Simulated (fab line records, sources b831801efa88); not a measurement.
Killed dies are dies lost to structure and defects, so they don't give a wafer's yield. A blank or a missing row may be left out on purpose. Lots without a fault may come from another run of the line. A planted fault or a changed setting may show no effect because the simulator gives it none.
A struck lot beside a sound one | flow gf180mcu | 14 steps out of a route of 602
Sound: wafers L767.4, L767.5, L767.6. Struck: wafers L781.1, L781.5, L781.6. The cause comes at the end.
At each step with rows: each side's tool, then ch and its chambers, then its first start. Under that, the readings that differ: sound wafers | struck wafers | difference of the means | sigmas: that difference in standard deviations of wafers without a fault.
alike: readings whose means differ by less than 2 such deviations, and words and numbers that are the same on both sides. not compared: withheld readings, readings that some wafer has no value for, bounds like >300 that may hide the same value, and numbers for which the record gives no deviation and whose values overlap.
The two part at a step that has a row with sigmas, a row that says differs or no value, or rows on one side only. Numbers that don't overlap but have no deviation are shown without sigmas and don't part them. A reading that every wafer of one side lacks parts them only if that side has two wafers or more.

first, 2 steps without rows for these wafers: GF_M4_CLEAN_19 (cleans in DIW); GF_V4_CVD_00 (deposits SiO2, target thk 600 nm, time 100 s).
GF_V4_THK_MEAS_01:
  sound on film_metro-04, day 26 10:32; struck on film_metro-02, day 30 06:26
  alike: V4_CVD_00_THK
GF_V4_CVD_02: deposits SiO2 from TEOS, target thk 850 nm, time 94.851 s.
  sound on pecvd-01 ch 0,1,2, day 26 10:37; struck on pecvd-01 ch 1,2, day 30 06:29
  alike: heater_power_w, rf_fwd_power_W
GF_V4_THK_MEAS_03:
  sound on film_metro-02, day 26 10:40; struck on film_metro-04, day 30 06:34
  alike: V4_CVD_02_THK
GF_V4_CMP_04: polishes SiO2.
  sound on cmp-01 ch 1,2, day 26 10:45; struck on cmp-01 ch 0,2,3, day 30 06:44
  alike: edge_zone_pressure_frac, motor_current_A, time_to_endpoint_s
GF_V4_BOW_MEAS_05:
  sound on film_metro-02, day 26 11:04; struck on film_metro-02, day 30 06:56
  alike: V4_BOW
then, 5 steps without rows for these wafers: GF_V4_DEHYDRATE_06 (time 60 s); GF_V4_HMDS_07 (prime time 60 s); GF_V4_COAT_08; GF_V4_COAT_09 (resist thk 1000 nm); GF_V4_SOFTBAKE_10 (time 60 s).
GF_V4_EXPOSE_11: exposes mask Via4, target cd 260 nm.
  sound on krf_scanner-02 ch 0, day 26 21:31; struck on krf_scanner-01, day 30 16:18
  no value came back on the struck wafers for exposure_dose_mJ_cm2, focus_offset_nm (nm); on the sound wafers exposure_dose_mJ_cm2 reads 37.99 37.99 37.99
  alike: mask
then, 1 step without rows for these wafers: GF_V4_PEB_12 (peb time 90 s).

WHERE THEY PART
Only at GF_V4_EXPOSE_11, within this record.

WHY: what the simulator had put in
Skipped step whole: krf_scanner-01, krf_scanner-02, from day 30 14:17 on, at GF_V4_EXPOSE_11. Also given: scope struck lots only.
